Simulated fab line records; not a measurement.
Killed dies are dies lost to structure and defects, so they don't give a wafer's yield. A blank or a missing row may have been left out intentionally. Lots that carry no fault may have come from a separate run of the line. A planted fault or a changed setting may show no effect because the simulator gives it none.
Struck lot and sound lot, side by side :: flow sfq-line :: 15 steps out of a route of 325
Sound: wafers L879.1, L879.4, L879.6. Struck: wafer L887.6 (L887.1, L887.2, from the same lot, were not struck and are left out); the cause is given at the end.
At each step with rows: each side's tool, then ch and its chambers, then its first start. Under that, the readings that differ: sound wafers :: struck wafers :: difference of the means :: sigmas: that difference in standard deviations of wafers without a fault.
alike: same words and numbers on both sides, and readings whose means sit less than 2 such deviations apart. not compared: any withheld reading, any reading some wafer has no value for, any bound like >300 that may hide the same value, and any number with overlapping values for which the record gives no deviation.
Wherever a step has rows on one side only, a row that says differs or no value, or a row with sigmas, the two part there. Non-overlapping numbers with no deviation appear without sigmas and do not part them. Lack of a reading on every wafer of one side parts them only where that side has two or more wafers.

first, 1 step without rows for these wafers: SFQ_TRILAYER_M0_STRIP_SOLV_CLEAN_026 (cleans in NMP, time 600 s).
SFQ_TRILAYER_I0_DEP_PECVD_027: deposits SiO2 from SiH4/N2O, time 111.11 s, target thk 500 nm.
  sound on pecvd-04 ch 1,2, day 11 20:25; struck on pecvd-04 ch 2, day 14 22:29
  alike: chamber-pressure-Torr, heater-power-w, susceptor-temp-C, throttle-valve-pct
SFQ_TRILAYER_I0_CMP_CMP_028: polishes SiO2.
  sound on cmp-01 ch 0,2,3, day 11 20:30; struck on cmp-01 ch 2, day 15 09:50
  alike: motor-current-A, platen-rpm, time-to-endpoint-s
SFQ_I0_BOW_MEAS_907:
  sound on film-metro-02, day 11 23:30; struck on film-metro-04, day 15 10:50
  alike: I0_BOW
SFQ_TRILAYER_I0_METRO_MEASURE_029:
  sound on film-metro-02, day 11 23:37; struck on film-metro-04, day 15 10:57
  alike: thk-nm
then, 6 steps without rows for these wafers: SFQ_TRILAYER_I0_VIA_LITHO_COAT_036 (resist thk 62 nm); SFQ_TRILAYER_I0_VIA_LITHO_COAT_031 (resist thk 650 nm); SFQ_TRILAYER_I0_VIA_LITHO_SOFTBAKE_035; SFQ_TRILAYER_I0_VIA_LITHO_EXPOSE_032 (exposes mask I0, target cd 500 nm); SFQ_TRILAYER_I0_VIA_LITHO_PEB_034 (peb time 60 s); SFQ_TRILAYER_I0_VIA_LITHO_DEVELOP_033 (time 60 s).
-- the record jumps here: 5 days lie between the struck wafers' starts before and after --
SFQ_I0_OVL_MEAS_908:
  sound on overlay-02, day 17 03:16; struck on overlay-02, day 20 21:52
reading: I0_OVL (nm)
sound: -5 -7 -11
struck: 5
difference: +13
sigmas: +2
SFQ_TRILAYER_I0_VIA_BARC_OPEN_VIA_ETCH_046: etches BARC in O2, target depth 125 nm, time 41.7 s.
  sound on rie-diel-02 ch 0,1,3, day 17 03:17; struck on rie-diel-02 ch 0, day 20 21:55
reading: oes-product-au (a.u.)
sound: 0.690 0.689 0.689
struck: 0.777
difference: +0.088
sigmas: +19

reading: run-length-s (s)
sound: 69.6 70.2 70.0
struck: 62.4
difference: -7.5
sigmas: -18

reading: model.KrF_of_TRILAYER_I0_VIA_LITHO_COAT_031.thk-nm (nm)
sound: 571.9 572.7 569.5
struck: 582
difference: +11
sigmas: 
  alike: drypump-motor-current-A
  not compared: rf-hours-counter-h
SFQ_TRILAYER_I0_VIA_ETCH_VIA_ETCH_034: etches SiO2 in CHF3, stops on Nb, target depth 260 nm.
  sound on rie-diel-02 ch 0,1,3, day 17 03:20; struck on rie-diel-02 ch 0, day 20 21:57
reading: model.KrF_of_TRILAYER_I0_VIA_LITHO_COAT_031.thk-nm (nm)
sound: 527.1 527.7 524.5
struck: 537
difference: +11
sigmas: 
  alike: drypump-motor-current-A, oes-product-au
SFQ_TRILAYER_I0_VIA_STRIP_STRIP_035: strips in O2.
  sound on rie-metal-02 ch 0,1, day 17 03:26; struck on rie-metal-02 ch 0, day 20 22:04
  alike: drypump-motor-current-A, oes-product-au
  not compared: rf-hours-counter-h

## WHERE THEY PART
Earliest at SFQ_I0_OVL_MEAS_908; latest, in this record, at SFQ_TRILAYER_I0_VIA_BARC_OPEN_VIA_ETCH_046. Later steps at which nothing parts them and some readings are alike: SFQ_TRILAYER_I0_VIA_ETCH_VIA_ETCH_034, SFQ_TRILAYER_I0_VIA_STRIP_STRIP_035.

WHY: what had been put in by the simulator
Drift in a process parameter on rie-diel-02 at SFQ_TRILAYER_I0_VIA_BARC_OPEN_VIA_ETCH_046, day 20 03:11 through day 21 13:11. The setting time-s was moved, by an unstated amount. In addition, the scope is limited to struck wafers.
